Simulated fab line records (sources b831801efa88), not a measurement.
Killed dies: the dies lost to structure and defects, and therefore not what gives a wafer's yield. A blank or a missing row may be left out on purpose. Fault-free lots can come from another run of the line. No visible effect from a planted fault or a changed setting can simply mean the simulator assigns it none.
Chamber matching    flow sky130    SKY_VIA3_ETCH_15 on rie diel-03: 4 sister chambers
The step etches SiO2 in C4F8/O2/Ar, stops on TiN, target depth 507 nm, time 78 s. 7 wafers are shown with their chamber, then 9 later ones without.

## WAFERS WITH THEIR CHAMBER
wafer   chamber  oes product au (a.u.)
L090.3  1        0.945
L091.4  3        0.943
L091.5  3        0.945
L091.6  0        0.941
L093.3  2        0.946
L093.4  0        0.948
L093.5  2        0.949

## WAFERS WHOSE CHAMBER IS MISSING
wafer   oes product au (a.u.)
L094.2  0.946
L094.3  0.948
L094.6  0.940
L095.2  0.952
L095.3  0.944
L095.6  0.953
L096.4  0.939
L096.5  0.948
L096.6  0.942

## WHICH CHAMBER EACH WENT THROUGH
wafer   from the rows above                in truth
L094.2  can't be placed: 1 or 0 or 2 or 3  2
L094.3  can't be placed: 2 or 1 or 0 or 3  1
L094.6  can't be placed: 3 or 0 or 1 or 2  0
L095.2  can't be placed: 2 or 1 or 0 or 3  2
L095.3  can't be placed: 3 or 0 or 1 or 2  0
L095.6  can't be placed: 2 or 1 or 0 or 3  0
L096.4  can't be placed: 3 or 0 or 1 or 2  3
L096.5  can't be placed: 2 or 1 or 0 or 3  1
L096.6  can't be placed: 3 or 0 or 1 or 2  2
Placed correctly: 0 of 9. From these rows, 9 cannot be placed; in 9 the true chamber is one of the candidates. 0 placed wrongly.
How it was worked out, from the rows above alone: a wafer's distance from a chamber is the root of the sum, over the readings, of the square of ((its reading less the chamber's mean) divided by the reading's scatter). If the next closest chamber is less than 2 further off than the closest, the wafer can't be placed; otherwise it belongs to the closest. Each chamber's mean is taken over the wafers shown for it. The scatter: take each reading less its chamber's mean, square it, sum over the shown wafers, divide by the number of wafers less the number of chambers, and take the root.
